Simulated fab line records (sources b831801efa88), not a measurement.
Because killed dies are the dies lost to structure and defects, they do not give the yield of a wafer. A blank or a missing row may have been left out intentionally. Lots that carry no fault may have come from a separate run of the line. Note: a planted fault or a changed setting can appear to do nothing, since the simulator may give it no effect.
Which tool is to blame? / flow sky130 / 12 lots, 35 wafers sampled, at 5 steps of a route of 708

== WHAT THE GAUGES SHOWED, per wafer ==
SKY_VIA3_OVL_MEAS_13.
lot=L448; measured=day 40 00:29; on=overlay-02; VIA3_OVL (nm)=2 -2 -8
lot=L450; measured=day 40 15:23; on=overlay-01; VIA3_OVL (nm)=6 -1 5
lot=L451; measured=day 40 22:32; on=overlay-01; VIA3_OVL (nm)=-3 -17 -6
lot=L452; measured=day 41 03:44; on=overlay-01; VIA3_OVL (nm)=3 -3 3
lot=L453; measured=day 41 09:05; on=overlay-01; VIA3_OVL (nm)=7 6 9
lot=L454; measured=day 41 23:29; on=overlay-02; VIA3_OVL (nm)=-8 -11 -9
lot=L456; measured=day 42 13:34; on=overlay-02; VIA3_OVL (nm)=0 -1 3
lot=L457; measured=day 42 20:44; on=overlay-02; VIA3_OVL (nm)=-1 -4 -1
lot=L458; measured=day 43 07:38; on=overlay-01; VIA3_OVL (nm)=14 21 8
lot=L463; measured=day 44 14:18; on=overlay-01; VIA3_OVL (nm)=-7 -5 -1
lot=L464; measured=day 44 16:29; on=overlay-01; VIA3_OVL (nm)=2 -5 -7
lot=L467; measured=day 45 14:28; on=overlay-01; VIA3_OVL (nm)=-8 -3

SKY_CAP2M_OVL_MEAS_12.
lot=L448; measured=day 41 03:16; on=overlay-02; CAP2M_OVL (nm)=0.9 2.6 0.2
lot=L450; measured=day 41 17:49; on=overlay-01; CAP2M_OVL (nm)=0.1 -0.9 -0.2
lot=L451; measured=day 42 01:01; on=overlay-01; CAP2M_OVL (nm)=2.0 0.7 0.9
lot=L452; measured=day 42 05:53; on=overlay-02; CAP2M_OVL (nm)=1.7 1.2 1.2
lot=L453; measured=day 42 10:34; on=overlay-01; CAP2M_OVL (nm)=2.5 1.2 2.4
lot=L454; measured=day 43 00:58; on=overlay-01; CAP2M_OVL (nm)=2.6 2.5 1.4
lot=L456; measured=day 43 14:32; on=overlay-01; CAP2M_OVL (nm)=0.3 1.9 -0.7
lot=L457; measured=day 43 20:58; on=overlay-02; CAP2M_OVL (nm)=0.7 -0.8 0.5
lot=L458; measured=day 44 07:34; on=overlay-02; CAP2M_OVL (nm)=-1.9 -0.1 0.2
lot=L463; measured=day 45 13:47; on=overlay-02; CAP2M_OVL (nm)=-0.3 0.6 -1.4
lot=L464; measured=day 45 15:19; on=overlay-02; CAP2M_OVL (nm)=-2.1 -0.7 -3.0
lot=L467; measured=day 46 12:58; on=overlay-01; CAP2M_OVL (nm)=-0.5 -2.1

SKY_VIA4_THK_MEAS_01.
lot=L448; measured=day 42 06:55; on=film_metro-02; VIA4_HDPCVD_THK (nm)=1761 1774 1769
lot=L450; measured=day 42 19:01; on=film_metro-04; VIA4_HDPCVD_THK (nm)=1752 1775 1776
lot=L451; measured=day 43 02:31; on=film_metro-02; VIA4_HDPCVD_THK (nm)=1731 1772 1746
lot=L452; measured=day 43 07:11; on=film_metro-04; VIA4_HDPCVD_THK (nm)=1741 1765 1746
lot=L453; measured=day 43 11:49; on=film_metro-04; VIA4_HDPCVD_THK (nm)=1753 1754 1733
lot=L454; measured=day 44 01:47; on=film_metro-02; VIA4_HDPCVD_THK (nm)=1736 1714 1761
lot=L456; measured=day 44 14:43; on=film_metro-01; VIA4_HDPCVD_THK (nm)=1759 1778 1753
lot=L457; measured=day 44 21:29; on=film_metro-04; VIA4_HDPCVD_THK (nm)=1761 1769 1773
lot=L458; measured=day 45 17:34; on=film_metro-02; VIA4_HDPCVD_THK (nm)=1714 1733 1712
lot=L463; measured=day 46 13:43; on=film_metro-01; VIA4_HDPCVD_THK (nm)=1740 1709 1728
lot=L464; measured=day 46 14:36; on=film_metro-01; VIA4_HDPCVD_THK (nm)=1741 1726 1394
lot=L467; measured=day 47 11:21; on=film_metro-01; VIA4_HDPCVD_THK (nm)=1756 1430

== TOOL THAT RAN EACH LOT (tool first, then ch and the chambers of the sampled wafers, then the start) ==
lot=L448; SKY_METAL4_METAL_ETCH_18=rie_metal-01 ch 0, day 42 05:25; SKY_VIA4_HDPCVD_00=hdpcvd-01 ch 0,1,2, day 42 06:44
lot=L450; SKY_METAL4_METAL_ETCH_18=rie_metal-04 ch 0,1, day 42 17:58; SKY_VIA4_HDPCVD_00=hdpcvd-01 ch 0,2, day 42 18:44
lot=L451; SKY_METAL4_METAL_ETCH_18=rie_metal-04 ch 0,1, day 43 01:34; SKY_VIA4_HDPCVD_00=hdpcvd-02 ch 0,1,2, day 43 02:20
lot=L452; SKY_METAL4_METAL_ETCH_18=rie_metal-04 ch 0,1, day 43 06:13; SKY_VIA4_HDPCVD_00=hdpcvd-01 ch 0,1, day 43 06:59
lot=L453; SKY_METAL4_METAL_ETCH_18=rie_metal-04 ch 0,1, day 43 10:52; SKY_VIA4_HDPCVD_00=hdpcvd-02 ch 0,2, day 43 11:38
lot=L454; SKY_METAL4_METAL_ETCH_18=rie_metal-04 ch 0,1, day 44 00:49; SKY_VIA4_HDPCVD_00=hdpcvd-02 ch 0,2, day 44 01:35
lot=L456; SKY_METAL4_METAL_ETCH_18=rie_metal-01 ch 0,1, day 44 13:46; SKY_VIA4_HDPCVD_00=hdpcvd-01 ch 0,2, day 44 14:32
lot=L457; SKY_METAL4_METAL_ETCH_18=rie_metal-03 ch 0,1, day 44 20:28; SKY_VIA4_HDPCVD_00=hdpcvd-01 ch 0,2, day 44 21:19
lot=L458; SKY_METAL4_METAL_ETCH_18=rie_metal-04 ch 0,1, day 45 16:38; SKY_VIA4_HDPCVD_00=hdpcvd-02 ch 0,2, day 45 17:23
lot=L463; SKY_METAL4_METAL_ETCH_18=rie_metal-03 ch 1, day 46 12:29; SKY_VIA4_HDPCVD_00=hdpcvd-02 ch 0,1,2, day 46 13:31
lot=L464; SKY_METAL4_METAL_ETCH_18=rie_metal-03 ch 1, day 46 13:29; SKY_VIA4_HDPCVD_00=hdpcvd-02 ch 1,2, day 46 14:25
lot=L467; SKY_METAL4_METAL_ETCH_18=rie_metal-01 ch 0,1, day 47 10:19; SKY_VIA4_HDPCVD_00=hdpcvd-02 ch 1,2, day 47 11:10
- SKY_METAL4_METAL_ETCH_18: etches the open film in Cl2/BCl3, stops on SiO2, target depth 845 nm, time 183.1 s.
- SKY_VIA4_HDPCVD_00: deposits SiO2, target thk 1750 nm, time 291.7 s.

== WHAT THE TOOLS THEMSELVES READ (means of the sampled wafers that have a number; where no wafer has one, the mark that the record gives instead) ==
SKY_METAL4_METAL_ETCH_18.
lot=L448; tool=rie_metal-01; drypump_motor_current_A (A)=5.7; oes_product_au (a.u.)=0.868; rf_fwd_power_W (W)=900.7; throttle_valve_pct (%)=22.268
lot=L450; tool=rie_metal-04; drypump_motor_current_A (A)=5.3; oes_product_au (a.u.)=0.862; rf_fwd_power_W (W)=896.9; throttle_valve_pct (%)=22.268
lot=L451; tool=rie_metal-04; drypump_motor_current_A (A)=5.3; oes_product_au (a.u.)=0.866; rf_fwd_power_W (W)=895.6; throttle_valve_pct (%)=22.265
lot=L452; tool=rie_metal-04; drypump_motor_current_A (A)=5.3; oes_product_au (a.u.)=0.876; rf_fwd_power_W (W)=897.4; throttle_valve_pct (%)=22.261
lot=L453; tool=rie_metal-04; drypump_motor_current_A (A)=5.4; oes_product_au (a.u.)=0.861; rf_fwd_power_W (W)=895.4; throttle_valve_pct (%)=22.267
lot=L454; tool=rie_metal-04; drypump_motor_current_A (A)=5.4; oes_product_au (a.u.)=0.859; rf_fwd_power_W (W)=895.3; throttle_valve_pct (%)=22.267
lot=L456; tool=rie_metal-01; drypump_motor_current_A (A)=5.8; oes_product_au (a.u.)=0.858; rf_fwd_power_W (W)=897.6; throttle_valve_pct (%)=22.262
lot=L457; tool=rie_metal-03; drypump_motor_current_A (A)=5.8; oes_product_au (a.u.)=0.865; rf_fwd_power_W (W)=896.9; throttle_valve_pct (%)=22.260
lot=L458; tool=rie_metal-04; drypump_motor_current_A (A)=5.3; oes_product_au (a.u.)=0.867; rf_fwd_power_W (W)=893.3; throttle_valve_pct (%)=22.269
lot=L463; tool=rie_metal-03; drypump_motor_current_A (A)=6.3; oes_product_au (a.u.)=0.872; rf_fwd_power_W (W)=895.9; throttle_valve_pct (%)=22.258
lot=L464; tool=rie_metal-03; drypump_motor_current_A (A)=6.3; oes_product_au (a.u.)=0.861; rf_fwd_power_W (W)=896.9; throttle_valve_pct (%)=22.256
lot=L467; tool=rie_metal-01; drypump_motor_current_A (A)=5.8; oes_product_au (a.u.)=0.865; rf_fwd_power_W (W)=898.9; throttle_valve_pct (%)=22.258

SKY_VIA4_HDPCVD_00.
lot=L448; tool=hdpcvd-01; pressure_mtorr (mTorr)=5.992; run_length_s (s)=320.0; susceptor_temp_C (C)=399.88
lot=L450; tool=hdpcvd-01; pressure_mtorr (mTorr)=6.001; run_length_s (s)=320.0; susceptor_temp_C (C)=399.86
lot=L451; tool=hdpcvd-02; pressure_mtorr (mTorr)=5.998; run_length_s (s)=318.9; susceptor_temp_C (C)=400.15
lot=L452; tool=hdpcvd-01; pressure_mtorr (mTorr)=5.992; run_length_s (s)=319.5; susceptor_temp_C (C)=400.15
lot=L453; tool=hdpcvd-02; pressure_mtorr (mTorr)=6.000; run_length_s (s)=319.3; susceptor_temp_C (C)=400.21
lot=L454; tool=hdpcvd-02; pressure_mtorr (mTorr)=5.994; run_length_s (s)=319.3; susceptor_temp_C (C)=400.12
lot=L456; tool=hdpcvd-01; pressure_mtorr (mTorr)=5.992; run_length_s (s)=319.7; susceptor_temp_C (C)=400.08
lot=L457; tool=hdpcvd-01; pressure_mtorr (mTorr)=6.000; run_length_s (s)=319.9; susceptor_temp_C (C)=399.70
lot=L458; tool=hdpcvd-02; pressure_mtorr (mTorr)=5.995; run_length_s (s)=319.7; susceptor_temp_C (C)=400.09
lot=L463; tool=hdpcvd-02; pressure_mtorr (mTorr)=6.009; run_length_s (s)=319.1; susceptor_temp_C (C)=400.18
lot=L464; tool=hdpcvd-02; pressure_mtorr (mTorr)=6.011; run_length_s (s)=301.7; susceptor_temp_C (C)=399.83
lot=L467; tool=hdpcvd-02; pressure_mtorr (mTorr)=5.999; run_length_s (s)=293.0; susceptor_temp_C (C)=399.95

== THE ANSWER, worked out from the rows above alone ==
Rule: usual is defined by the lots themselves. Put in order of their means at a reading, lots are off if they are a third of the lots or fewer, leave a main group of 4 or more, and stand apart from it by a gap of 3 or more times the standard deviation of the main group's means; of several such gaps the widest counts. A main group whose means are all the same, to the digits that the tables above print for the reading, isn't used. A lot without any number at a reading at which 4 lots or more have one is off too. The other lots that the step has rows for count as sound. After the gauges, taken in route order, come the tools' own readings; for these a lot's mean is taken, as printed above. The first step at which some lot is off is used, and at that step the reading that is off furthest; a lot without a number counts as furthest.
Off: at SKY_VIA4_THK_MEAS_01 (VIA4_HDPCVD_THK), L464, L467. The main group has a mean of 1750 nm with a standard deviation of 17.
If a tool, at a process step before that reading, ran all the lots that are off and no sound lot after the first of them, it fits. The gauges at SKY_VIA4_THK_MEAS_01 aren't tried: what is off there is off at SKY_VIA4_HDPCVD_00 too, on other tools, and a gauge's error can't cause that. One fits: SKY_VIA4_HDPCVD_00 on hdpcvd-02. A fault onset in the window from L463 (day 46 13:31, its last sound lot) to L464 (day 46 14:25, its first lot off) fits.
The tool's own readings at SKY_VIA4_HDPCVD_00 bear it out: on the lots that are off they differ by more than 5 times the standard deviation of the sound lots' means. run_length_s reads 297.4 s there against 319.5 s on the sound lots.

== WHAT THE SIMULATOR HAD PUT IN ==
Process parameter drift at SKY_VIA4_HDPCVD_00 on hdpcvd-02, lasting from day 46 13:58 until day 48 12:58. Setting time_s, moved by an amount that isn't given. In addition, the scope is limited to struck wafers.
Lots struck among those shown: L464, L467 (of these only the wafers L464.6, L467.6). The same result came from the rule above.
